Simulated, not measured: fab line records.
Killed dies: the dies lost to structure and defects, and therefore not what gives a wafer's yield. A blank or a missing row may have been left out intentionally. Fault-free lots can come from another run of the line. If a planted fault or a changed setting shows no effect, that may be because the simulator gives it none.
Which of the tools did it? + flow sky130 + 72 wafers from 24 lots sampled at 5 of the route's 708 steps

== WHAT THE GAUGES SHOWED, per wafer ==
SKY_VT_ADJUST_LVTN_TW_MEAS_21.
| lot  | measured     | on            | VT_ADJUST_LVTN_2_TW |
|------|--------------|---------------|---------------------|
| L074 | day 7 18:19  | film_metro-01 | 188.8 189.0 188.9   |
| L075 | day 7 19:56  | film_metro-01 | 187.9 187.8 189.0   |
| L076 | day 8 03:23  | film_metro-02 | 186.2 187.5 187.1   |
| L077 | day 8 05:01  | film_metro-01 | 188.0 186.9 187.0   |
| L078 | day 8 11:04  | film_metro-01 | 186.4 187.8 188.0   |
| L079 | day 9 00:25  | film_metro-01 | 189.1 188.5 189.3   |
| L080 | day 9 01:49  | film_metro-04 | 188.9 189.1 189.7   |
| L081 | day 9 06:32  | film_metro-01 | 189.7 189.1 188.6   |
| L082 | day 9 14:26  | film_metro-01 | 189.0 189.3 189.3   |
| L083 | day 9 23:35  | film_metro-01 | 188.7 189.4 188.9   |
| L084 | day 10 07:55 | film_metro-01 | 186.8 187.0 187.6   |
| L085 | day 10 13:07 | film_metro-01 | 186.9 187.1 186.7   |
| L086 | day 10 21:11 | film_metro-04 | 188.4 187.3 189.8   |
| L087 | day 11 02:47 | film_metro-04 | 189.5 190.1 189.4   |
| L088 | day 11 09:52 | film_metro-01 | 186.9 186.0 186.8   |
| L089 | day 11 12:55 | film_metro-01 | 185.5 186.6 186.5   |
| L090 | day 11 22:08 | film_metro-04 | 189.8 189.4 189.9   |
| L091 | day 12 09:27 | film_metro-04 | 189.4 188.7 187.9   |
| L092 | day 12 17:25 | film_metro-01 | 185.5 186.7 186.4   |
| L097 | day 14 16:28 | film_metro-01 | 187.4 187.8 188.3   |
| L094 | day 14 17:25 | film_metro-01 | 186.3 187.4 186.8   |
| L095 | day 14 18:01 | film_metro-04 | 188.8 189.4 188.9   |
| L096 | day 14 18:41 | film_metro-01 | 185.8 186.5 185.9   |
| L093 | day 14 19:27 | film_metro-04 | 189.0 189.1 189.3   |

SKY_SD_N_CD_MEAS_07: target cd 380 nm.
| lot  | measured     | on        | cd_nm (nm)        |
|------|--------------|-----------|-------------------|
| L074 | day 27 15:17 | cd_sem-01 | 380.3 379.2 377.7 |
| L075 | day 27 21:38 | cd_sem-01 | 383.8 382.5 383.8 |
| L076 | day 28 00:25 | cd_sem-02 | 376.7 376.9 375.7 |
| L077 | day 28 13:30 | cd_sem-02 | 383.8 381.4 382.3 |
| L078 | day 28 21:32 | cd_sem-01 | 379.0 379.5 378.4 |
| L079 | day 29 13:31 | cd_sem-02 | 378.9 377.7 379.4 |
| L080 | day 29 14:29 | cd_sem-02 | 384.1 380.7 379.5 |
| L081 | day 29 22:56 | cd_sem-01 | 381.7 378.9 380.4 |
| L082 | day 30 08:05 | cd_sem-02 | 381.1 379.0 381.9 |
| L083 | day 30 20:14 | cd_sem-02 | 379.2 379.5 379.4 |
| L084 | day 31 07:20 | cd_sem-01 | 383.4 381.9 385.3 |
| L085 | day 31 08:47 | cd_sem-01 | 373.9 376.7 377.3 |
| L086 | day 31 16:46 | cd_sem-02 | 380.6 380.4 381.4 |
| L087 | day 31 21:03 | cd_sem-01 | 381.5 382.4 380.0 |
| L088 | day 32 07:51 | cd_sem-01 | 386.1 384.3 384.6 |
| L089 | day 32 19:06 | cd_sem-02 | 378.1 378.7 379.4 |
| L090 | day 32 22:30 | cd_sem-02 | 381.6 384.1 382.8 |
| L091 | day 33 10:28 | cd_sem-01 | 382.4 384.0 381.6 |
| L092 | day 34 00:39 | cd_sem-01 | 385.1 381.0 383.3 |
| L097 | day 35 18:23 | cd_sem-01 | 376.9 377.0 376.3 |
| L094 | day 35 18:08 | cd_sem-01 | 380.2 379.1 379.3 |
| L095 | day 35 18:53 | cd_sem-02 | 379.1 380.1 380.6 |
| L096 | day 36 01:07 | cd_sem-02 | 377.9 376.7 378.2 |
| L093 | day 35 20:42 | cd_sem-02 | 375.8 377.4 376.7 |

SKY_CONTACT_RS_MEAS_25: measurement is done with a four-point probe.
| lot  | measured     | on            | CONTACT_W_RS (ohm/sq) |
|------|--------------|---------------|-----------------------|
| L074 | day 31 08:52 | film_metro-01 | 0.341 0.341 0.341     |
| L075 | day 31 15:31 | film_metro-01 | 0.340 0.341 0.340     |
| L076 | day 31 18:56 | film_metro-01 | 0.343 0.339 0.338     |
| L077 | day 32 07:40 | film_metro-04 | 0.334 0.344 0.345     |
| L078 | day 32 13:55 | film_metro-04 | 0.343 0.345 0.343     |
| L079 | day 33 04:10 | film_metro-04 | 0.337 0.345 0.332     |
| L080 | day 33 07:48 | film_metro-03 | 0.329 0.330 0.343     |
| L081 | day 33 15:45 | film_metro-03 | 0.342 0.331 0.339     |
| L082 | day 33 22:51 | film_metro-01 | 0.340 0.336 0.338     |
| L083 | day 34 13:10 | film_metro-04 | 0.340 0.340 0.339     |
| L084 | day 34 21:47 | film_metro-04 | 0.333 0.342 0.344     |
| L085 | day 34 23:10 | film_metro-03 | 0.348 0.347 0.339     |
| L086 | day 35 07:26 | film_metro-01 | 0.336 0.329 0.337     |
| L087 | day 35 10:47 | film_metro-01 | 0.346 0.344 0.340     |
| L088 | day 35 21:07 | film_metro-01 | 0.348 0.346 0.344     |
| L089 | day 36 06:47 | film_metro-04 | 0.344 0.339 0.346     |
| L090 | day 36 13:19 | film_metro-04 | 0.332 0.336 0.342     |
| L091 | day 36 22:38 | film_metro-03 | 0.344 0.341 0.337     |
| L092 | day 37 12:23 | film_metro-03 | 0.338 0.344 0.338     |
| L097 | day 39 04:56 | film_metro-04 | 0.339 0.336 0.340     |
| L094 | day 39 04:36 | film_metro-03 | 0.340 0.349 0.344     |
| L095 | day 39 06:16 | film_metro-04 | 0.341 0.345 0.347     |
| L096 | day 39 11:56 | film_metro-04 | 0.341 0.348 0.340     |
| L093 | day 39 08:21 | film_metro-03 | 0.348 0.345 0.353     |

== EACH LOT AND THE TOOL THAT RAN IT (in order: tool; ch and the chambers of the sampled wafers; start) ==
| lot  | SKY_RES_PROTECT_STRIP_07             | SKY_LDD_N_STRIP_16                   |
|------|--------------------------------------|--------------------------------------|
| L074 | plasma_asher-04 ch 0,1, day 14 22:10 | plasma_asher-01 ch 0,1, day 17 10:33 |
| L075 | plasma_asher-01 ch 0,1, day 15 02:23 | plasma_asher-01 ch 0,1, day 17 17:27 |
| L076 | plasma_asher-01 ch 0,1, day 15 08:58 | plasma_asher-03 ch 0,1, day 17 23:10 |
| L077 | plasma_asher-04 ch 0,1, day 15 19:19 | plasma_asher-03 ch 0,1, day 18 11:37 |
| L078 | plasma_asher-01 ch 0,1, day 15 23:16 | plasma_asher-03 ch 0,1, day 18 18:19 |
| L079 | plasma_asher-02 ch 0,1, day 16 19:51 | plasma_asher-03 ch 0,1, day 19 14:46 |
| L080 | plasma_asher-01 ch 0,1, day 16 20:02 | plasma_asher-03 ch 0,1, day 19 15:14 |
| L081 | plasma_asher-02 ch 0,1, day 17 05:40 | plasma_asher-01 ch 0,1, day 20 00:03 |
| L082 | plasma_asher-04 ch 0,1, day 17 10:38 | plasma_asher-03 ch 0,1, day 20 08:04 |
| L083 | plasma_asher-01 ch 0,1, day 18 02:55 | plasma_asher-03 ch 0,1, day 20 22:28 |
| L084 | plasma_asher-04 ch 0,1, day 18 14:09 | plasma_asher-01 ch 0,1, day 21 14:02 |
| L085 | plasma_asher-01 ch 0, day 18 16:34   | plasma_asher-01 ch 0,1, day 21 14:10 |
| L086 | plasma_asher-01 ch 1, day 19 04:10   | plasma_asher-01 ch 0,1, day 21 22:10 |
| L087 | plasma_asher-02 ch 0,1, day 19 10:24 | plasma_asher-02 ch 0,1, day 22 04:37 |
| L088 | plasma_asher-04 ch 0,1, day 19 20:20 | plasma_asher-02 ch 0,1, day 22 14:43 |
| L089 | plasma_asher-04 ch 0,1, day 20 06:34 | plasma_asher-02 ch 0, day 22 23:52   |
| L090 | plasma_asher-04 ch 0,1, day 20 11:24 | plasma_asher-02 ch 0,1, day 23 03:49 |
| L091 | plasma_asher-02 ch 0,1, day 21 03:55 | plasma_asher-01 ch 0,1, day 23 20:16 |
| L092 | plasma_asher-04 ch 0,1, day 21 19:48 | plasma_asher-03 ch 0,1, day 24 12:27 |
| L097 | plasma_asher-04 ch 0,1, day 23 15:43 | plasma_asher-03 ch 0,1, day 26 09:41 |
| L094 | plasma_asher-02 ch 0,1, day 23 17:25 | plasma_asher-01 ch 0,1, day 26 10:51 |
| L095 | plasma_asher-02 ch 0,1, day 23 20:01 | plasma_asher-01 ch 0,1, day 26 11:32 |
| L096 | plasma_asher-02 ch 0,1, day 23 22:59 | plasma_asher-02 ch 0,1, day 26 17:34 |
| L093 | plasma_asher-01 ch 0,1, day 23 22:09 | plasma_asher-03 ch 0,1, day 26 13:16 |
- SKY_RES_PROTECT_STRIP_07: strips in O2/N2.
- SKY_LDD_N_STRIP_16: strips in O2/N2.

== WHAT THE TOOLS THEMSELVES READ (means of the sampled wafers that have a number; where no wafer has one, the mark that the record gives instead) ==
SKY_RES_PROTECT_STRIP_07.
| lot  | tool            | chamber_pressure_mTorr (mTorr) | drypump_motor_current_A (A) | oes_product_au (a.u.) | strip_time_to_endpoint_s (s) |
|------|-----------------|--------------------------------|-----------------------------|-----------------------|------------------------------|
| L074 | plasma_asher-04 | 1499.4                         | 5.7                         | 0.514                 | 23.34                        |
| L075 | plasma_asher-01 | 1500.3                         | 6.0                         | 0.518                 | 23.33                        |
| L076 | plasma_asher-01 | 1498.7                         | 6.0                         | 0.521                 | 23.35                        |
| L077 | plasma_asher-04 | 1500.8                         | 6.1                         | 0.519                 | 23.32                        |
| L078 | plasma_asher-01 | 1500.9                         | 6.2                         | 0.523                 | 23.25                        |
| L079 | plasma_asher-02 | 1497.9                         | 5.7                         | 0.521                 | 23.30                        |
| L080 | plasma_asher-01 | 1499.5                         | 6.0                         | 0.519                 | 23.31                        |
| L081 | plasma_asher-02 | 1501.3                         | 5.7                         | 0.520                 | 23.31                        |
| L082 | plasma_asher-04 | 1498.9                         | 6.1                         | 0.519                 | 23.28                        |
| L083 | plasma_asher-01 | 1498.5                         | 6.0                         | 0.514                 | 23.34                        |
| L084 | plasma_asher-04 | 1500.9                         | 5.7                         | 0.520                 | 23.36                        |
| L085 | plasma_asher-01 | 1500.5                         | 5.8                         | 0.518                 | 23.29                        |
| L086 | plasma_asher-01 | 1499.2                         | 6.5                         | 0.512                 | 23.29                        |
| L087 | plasma_asher-02 | 1498.4                         | 5.6                         | 0.520                 | 23.31                        |
| L088 | plasma_asher-04 | 1500.8                         | 5.7                         | 0.515                 | 23.27                        |
| L089 | plasma_asher-04 | 1500.0                         | 5.7                         | 0.518                 | 23.34                        |
| L090 | plasma_asher-04 | 1500.4                         | 6.1                         | 0.514                 | 23.29                        |
| L091 | plasma_asher-02 | 1499.5                         | 5.6                         | 0.514                 | 23.31                        |
| L092 | plasma_asher-04 | 1498.8                         | 6.1                         | 0.517                 | 23.36                        |
| L097 | plasma_asher-04 | 1500.8                         | 5.7                         | 0.518                 | 23.37                        |
| L094 | plasma_asher-02 | 1501.2                         | 5.7                         | 0.522                 | 23.36                        |
| L095 | plasma_asher-02 | 1499.2                         | 5.6                         | 0.517                 | 23.33                        |
| L096 | plasma_asher-02 | 1499.7                         | 5.6                         | 0.518                 | 23.35                        |
| L093 | plasma_asher-01 | 1499.7                         | 6.0                         | 0.518                 | 23.33                        |

SKY_LDD_N_STRIP_16.
| lot  | tool            | chamber_pressure_mTorr (mTorr) | drypump_motor_current_A (A) | oes_product_au (a.u.) | strip_time_to_endpoint_s (s) |
|------|-----------------|--------------------------------|-----------------------------|-----------------------|------------------------------|
| L074 | plasma_asher-01 | 1500.6                         | 6.0                         | 0.403                 | 4.317                        |
| L075 | plasma_asher-01 | 1497.5                         | 6.3                         | 0.404                 | 4.318                        |
| L076 | plasma_asher-03 | 1500.2                         | 6.3                         | 0.405                 | 4.308                        |
| L077 | plasma_asher-03 | 1500.5                         | 6.3                         | 0.411                 | 4.301                        |
| L078 | plasma_asher-03 | 1499.7                         | 6.3                         | 0.406                 | 4.317                        |
| L079 | plasma_asher-03 | 1499.7                         | 5.9                         | 0.407                 | 4.302                        |
| L080 | plasma_asher-03 | 1500.3                         | 5.9                         | 0.407                 | 4.291                        |
| L081 | plasma_asher-01 | 1500.2                         | 6.0                         | 0.409                 | 4.297                        |
| L082 | plasma_asher-03 | 1499.1                         | 5.9                         | 0.412                 | 4.305                        |
| L083 | plasma_asher-03 | 1500.9                         | 5.9                         | 0.407                 | 4.314                        |
| L084 | plasma_asher-01 | 1500.0                         | 6.3                         | 0.410                 | 4.321                        |
| L085 | plasma_asher-01 | 1499.1                         | 6.0                         | 0.407                 | 4.311                        |
| L086 | plasma_asher-01 | 1498.8                         | 6.0                         | 0.407                 | 4.324                        |
| L087 | plasma_asher-02 | 1501.1                         | 5.6                         | 0.409                 | 4.304                        |
| L088 | plasma_asher-02 | 1499.9                         | 6.1                         | 0.409                 | 4.339                        |
| L089 | plasma_asher-02 | 1502.5                         | 5.2                         | 0.405                 | 4.345                        |
| L090 | plasma_asher-02 | 1499.4                         | 5.7                         | 0.406                 | 4.281                        |
| L091 | plasma_asher-01 | 1500.4                         | 6.3                         | 0.410                 | 4.351                        |
| L092 | plasma_asher-03 | 1498.6                         | 6.3                         | 0.408                 | 4.317                        |
| L097 | plasma_asher-03 | 1498.0                         | 5.9                         | 0.404                 | 4.341                        |
| L094 | plasma_asher-01 | 1499.4                         | 6.0                         | 0.407                 | 4.325                        |
| L095 | plasma_asher-01 | 1500.5                         | 6.3                         | 0.410                 | 4.317                        |
| L096 | plasma_asher-02 | 1499.6                         | 6.1                         | 0.405                 | 4.341                        |
| L093 | plasma_asher-03 | 1499.2                         | 5.8                         | 0.405                 | 4.306                        |

== THE ANSWER, worked out from the rows above alone ==
Rule: what is usual is taken from the lots themselves. Put in order of their means at a reading, lots are off if they are a third of the lots or fewer, leave a main group of 4 or more, and stand apart from it by a gap of 3 or more times the standard deviation of the main group's means; of several such gaps the widest counts. The tables above print the reading to a certain number of digits; a main group whose means all agree to those digits is not used. A lot without any number at a reading at which 4 lots or more have one is off too. All remaining lots with rows at the step are treated as sound. First the gauges in route order, then the tools' own readings, where a lot's mean is used as printed above. The first step at which some lot is off is used, and at that step the reading that is off furthest; a lot without a number counts as furthest.
None of the lots is off at any reading shown; this tells nothing.

== WHAT THE SIMULATOR HAD INSERTED ==
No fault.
